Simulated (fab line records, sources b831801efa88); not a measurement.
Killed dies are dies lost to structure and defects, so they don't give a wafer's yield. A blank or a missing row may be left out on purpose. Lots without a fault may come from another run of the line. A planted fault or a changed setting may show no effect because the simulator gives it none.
Which tool did it? | flow sky130 | 12 lots, 36 wafers sampled, at 1 step of a route of 708

WHAT THE GAUGES READ, wafer by wafer
SKY_VT_ADJUST_LVTN_TW_MEAS_21.
lot  | measured     | on            | VT_ADJUST_LVTN_2_TW
L075 | day 7 19:56  | film_metro-01 | 187.9 187.8 189.0
L077 | day 8 05:01  | film_metro-01 | 188.0 186.9 187.0
L079 | day 9 00:25  | film_metro-01 | 189.1 188.5 189.3
L081 | day 9 06:32  | film_metro-01 | 189.7 189.1 188.6
L083 | day 9 23:35  | film_metro-01 | 188.7 189.4 188.9
L085 | day 10 13:07 | film_metro-01 | 186.9 187.1 186.7
L087 | day 11 02:47 | film_metro-04 | 189.5 190.1 189.4
L089 | day 11 12:55 | film_metro-01 | 185.5 186.6 186.5
L091 | day 12 09:27 | film_metro-04 | 189.4 188.7 187.9
L097 | day 14 16:28 | film_metro-01 | 187.4 187.8 188.3
L095 | day 14 18:01 | film_metro-04 | 188.8 189.4 188.9
L093 | day 14 19:27 | film_metro-04 | 189.0 189.1 189.3

WHICH TOOL RAN EACH LOT (tool, then ch and the chambers of the sampled wafers, then the start)
The record holds no process step before these readings.

THE ANSWER, worked out from the rows above alone
Rule: what is usual is taken from the lots themselves. Put in order of their means at a reading, lots are off if they are a third of the lots or fewer, leave a main group of 4 or more, and stand apart from it by a gap of 3 or more times the standard deviation of the main group's means; of several such gaps the widest counts. A main group whose means are all the same, to the digits that the tables above print for the reading, isn't used. A lot without any number at a reading at which 4 lots or more have one is off too. The other lots that the step has rows for count as sound.
No lot is off at any reading shown: from this, nothing can be told.

WHAT THE SIMULATOR HAD PUT IN
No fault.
